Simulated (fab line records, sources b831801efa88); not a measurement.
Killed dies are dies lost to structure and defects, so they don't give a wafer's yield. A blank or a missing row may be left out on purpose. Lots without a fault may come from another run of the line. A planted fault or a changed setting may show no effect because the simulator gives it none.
Which tool did it? | flow gf180mcu | 14 lots, 42 wafers sampled, at 5 steps of a route of 602

WHAT THE GAUGES READ, wafer by wafer
GF_NWELL_OVL_MEAS_07.
lot  | measured    | on         | NWELL_OVL (nm)
L944 | day 3 06:32 | overlay-01 | -2.2 -0.3 -1.6
L945 | day 3 13:17 | overlay-02 | 1.2 0.9 0.4
L946 | day 3 18:20 | overlay-01 | 1.0 -0.8 -1.4
L947 | day 3 22:26 | overlay-01 | -1.9 0.9 0.1
L948 | day 4 04:44 | overlay-01 | -2.2 -2.4 -2.1
L950 | day 4 17:05 | overlay-01 | -1.3 -1.6 -0.3
L951 | day 4 20:56 | overlay-01 | -1.9 -1.4 -0.5
L955 | day 5 20:26 | overlay-02 | 2.5 0.1 1.0
L956 | day 6 01:01 | overlay-02 | -0.7 -1.7 -1.5
L957 | day 6 05:53 | overlay-02 | -0.6 -2.3 -1.7
L959 | day 6 17:29 | overlay-02 | 0.0 -0.4 1.0
L960 | day 6 23:11 | overlay-01 | 1.8 1.9 2.0
L961 | day 7 03:50 | overlay-01 | -1.9 -1.6 -1.1
L966 | day 8 06:59 | overlay-01 | -1.6 -1.4 -0.7

GF_NSD_OVL_MEAS_08.
lot  | measured     | on         | NSD_OVL (nm)
L944 | day 13 06:49 | overlay-01 | 0.4 -0.4 1.0
L945 | day 13 17:03 | overlay-02 | 2.1 0.5 2.4
L946 | day 13 22:48 | overlay-02 | -0.5 -2.0 -0.5
L947 | day 14 09:14 | overlay-02 | -1.3 1.0 -1.0
L948 | day 14 15:51 | overlay-02 | -0.6 -0.8 -2.2
L950 | day 15 08:39 | overlay-02 | 0.4 -0.5 -0.1
L951 | day 15 19:00 | overlay-02 | -1.8 -2.2 -1.1
L955 | day 17 01:53 | overlay-02 | -1.2 0.5 -2.8
L956 | day 17 10:45 | overlay-02 | 1.6 1.7 1.7
L957 | day 17 19:50 | overlay-02 | 0.4 -0.5 2.3
L959 | day 18 14:34 | overlay-02 | -1.5 0.0 1.2
L960 | day 18 18:50 | overlay-02 | 1.3 1.5 1.1
L961 | day 19 04:05 | overlay-02 | 0.4 -2.3 1.5
L966 | day 21 00:25 | overlay-01 | 0.9 0.3 0.7

GF_PSD_CD_MEAS_07: target cd 400 nm.
lot  | measured     | on        | cd_nm (nm)
L944 | day 14 03:37 | cd_sem-01 | 402.9 399.0 400.1
L945 | day 14 13:55 | cd_sem-02 | 399.0 399.0 399.5
L946 | day 14 20:17 | cd_sem-02 | 399.8 395.6 401.2
L947 | day 15 06:07 | cd_sem-01 | 400.9 401.6 400.8
L948 | day 15 12:54 | cd_sem-01 | 396.3 397.1 394.5
L950 | day 16 07:17 | cd_sem-02 | 401.1 400.3 402.1
L951 | day 16 17:37 | cd_sem-01 | 401.7 399.4 400.0
L955 | day 18 01:13 | cd_sem-02 | 396.9 398.0 398.4
L956 | day 18 10:17 | cd_sem-02 | 397.2 400.3 399.1
L957 | day 18 20:01 | cd_sem-01 | 400.2 400.1 399.0
L959 | day 19 15:22 | cd_sem-01 | 398.6 397.3 399.6
L960 | day 19 19:49 | cd_sem-02 | 399.7 396.7 400.0
L961 | day 20 05:22 | cd_sem-02 | 402.0 402.0 401.4
L966 | day 22 00:39 | cd_sem-02 | 402.7 402.6 403.1

WHICH TOOL RAN EACH LOT (tool, then ch and the chambers of the sampled wafers, then the start)
lot  | GF_LVPWELL_COAT_02               | GF_LVPWELL_STRIP_10
L944 | litho_track-03 ch 0, day 3 13:37 | plasma_asher-02 ch 0,1, day 3 20:17
L945 | litho_track-01 ch 0, day 3 19:38 | plasma_asher-02 ch 0,1, day 4 03:22
L946 | litho_track-02 ch 0, day 4 01:32 | plasma_asher-03 ch 0,1, day 4 08:30
L947 | litho_track-02 ch 0, day 4 05:01 | plasma_asher-02 ch 0,1, day 4 12:31
L948 | litho_track-03 ch 0, day 4 11:31 | plasma_asher-04 ch 0,1, day 4 19:14
L950 | litho_track-02 ch 0, day 4 23:59 | plasma_asher-02 ch 0, day 5 08:03
L951 | litho_track-02 ch 0, day 5 03:55 | plasma_asher-04 ch 0,1, day 5 12:03
L955 | litho_track-03 ch 0, day 6 04:04 | plasma_asher-04 ch 0,1, day 6 11:52
L956 | litho_track-03 ch 0, day 6 08:35 | plasma_asher-03 ch 0,1, day 6 17:09
L957 | litho_track-02 ch 0, day 6 13:37 | plasma_asher-04 ch 1, day 6 21:49
L959 | litho_track-01 ch 0, day 7 01:03 | plasma_asher-03 ch 0,1, day 7 09:44
L960 | litho_track-02 ch 0, day 7 07:10 | plasma_asher-03 ch 0,1, day 7 15:24
L961 | litho_track-02 ch 0, day 7 11:49 | plasma_asher-04 ch 0,1, day 7 20:28
L966 | litho_track-02 ch 0, day 8 15:28 | plasma_asher-02 ch 0,1, day 9 00:32
- GF_LVPWELL_COAT_02: resist thk 3000 nm.
- GF_LVPWELL_STRIP_10: strips in O2/N2.

WHAT THE TOOLS THEMSELVES READ (means of the sampled wafers that have a number; where no wafer has one, the mark that the record gives instead)
GF_LVPWELL_STRIP_10.
lot  | tool            | chamber_pressure_mTorr (mTorr) | drypump_motor_current_A (A) | heater_power_w (W) | n2_flow_sccm (sccm) | o2_flow_sccm (sccm) | oes_product_au (a.u.) | platen_temp_c (C) | strip_time_to_endpoint_s (s)
L944 | plasma_asher-02 | 1470.4                         | 5.6                         | 306                | 299.8               | 2995                | 0.721                 | 249.87            | 37.24
L945 | plasma_asher-02 | 1470.9                         | 5.6                         | 305                | 299.6               | 3002                | 0.718                 | 249.94            | 37.05
L946 | plasma_asher-03 | 1469.8                         | 6.1                         | 334                | 300.0               | 3013                | 0.720                 | 250.14            | 37.14
L947 | plasma_asher-02 | 1468.0                         | 5.6                         | 308                | 300.5               | 2998                | 0.721                 | 249.98            | 37.30
L948 | plasma_asher-04 | 1470.3                         | 5.2                         | 318                | 300.9               | 2990                | 0.723                 | 250.00            | 37.00
L950 | plasma_asher-02 | 1469.6                         | 5.6                         | 302                | 300.0               | 2989                | 0.717                 | 250.26            | 37.37
L951 | plasma_asher-04 | 1469.0                         | 5.4                         | 314                | 299.5               | 3003                | 0.715                 | 250.01            | 37.32
L955 | plasma_asher-04 | 1469.8                         | 5.2                         | 321                | 299.1               | 2998                | 0.710                 | 249.88            | 19.50
L956 | plasma_asher-03 | 1471.0                         | 6.1                         | 334                | 300.1               | 3004                | 0.713                 | 249.93            | 19.49
L957 | plasma_asher-04 | 1471.0                         | 5.1                         | 328                | 300.2               | 2996                | 0.721                 | 250.04            | 37.24
L959 | plasma_asher-03 | 1469.5                         | 6.2                         | 334                | 299.9               | 3004                | 0.722                 | 249.92            | 36.99
L960 | plasma_asher-03 | 1468.0                         | 6.2                         | 314                | 299.9               | 3000                | 0.718                 | 250.18            | 37.24
L961 | plasma_asher-04 | 1468.7                         | 5.2                         | 326                | 300.0               | 2998                | 0.720                 | 250.08            | 37.12
L966 | plasma_asher-02 | 1469.9                         | 5.6                         | 305                | 300.4               | 3005                | 0.723                 | 250.02            | 37.16

THE ANSWER, worked out from the rows above alone
Rule: what is usual is taken from the lots themselves. Put in order of their means at a reading, lots are off if they are a third of the lots or fewer, leave a main group of 4 or more, and stand apart from it by a gap of 3 or more times the standard deviation of the main group's means; of several such gaps the widest counts. A main group whose means are all the same, to the digits that the tables above print for the reading, isn't used. A lot without any number at a reading at which 4 lots or more have one is off too. The other lots that the step has rows for count as sound. The gauges are gone through in route order, then the tools' own readings, and for those a lot's mean is taken as printed above. The first step at which some lot is off is used, and at that step the reading that is off furthest; a lot without a number counts as furthest.
Off: L955, L956, at GF_LVPWELL_STRIP_10 (strip_time_to_endpoint_s). The main group: mean 37.18 s, standard deviation 0.12.
A tool fits if, at that step or a process step before it, it ran every lot that is off, and no sound lot after the first of them. One fits: litho_track-03 at GF_LVPWELL_COAT_02. Its last sound lot is L948 (day 4 11:31), its first lot that is off L955 (day 6 04:04): a fault that began between those two fits.

WHAT THE SIMULATOR HAD PUT IN
Process parameter drift: litho_track-03, from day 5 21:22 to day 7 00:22, at GF_LVPWELL_COAT_02. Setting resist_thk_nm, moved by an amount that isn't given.
Lots struck among those shown: L955, L956. The rule above found the same.
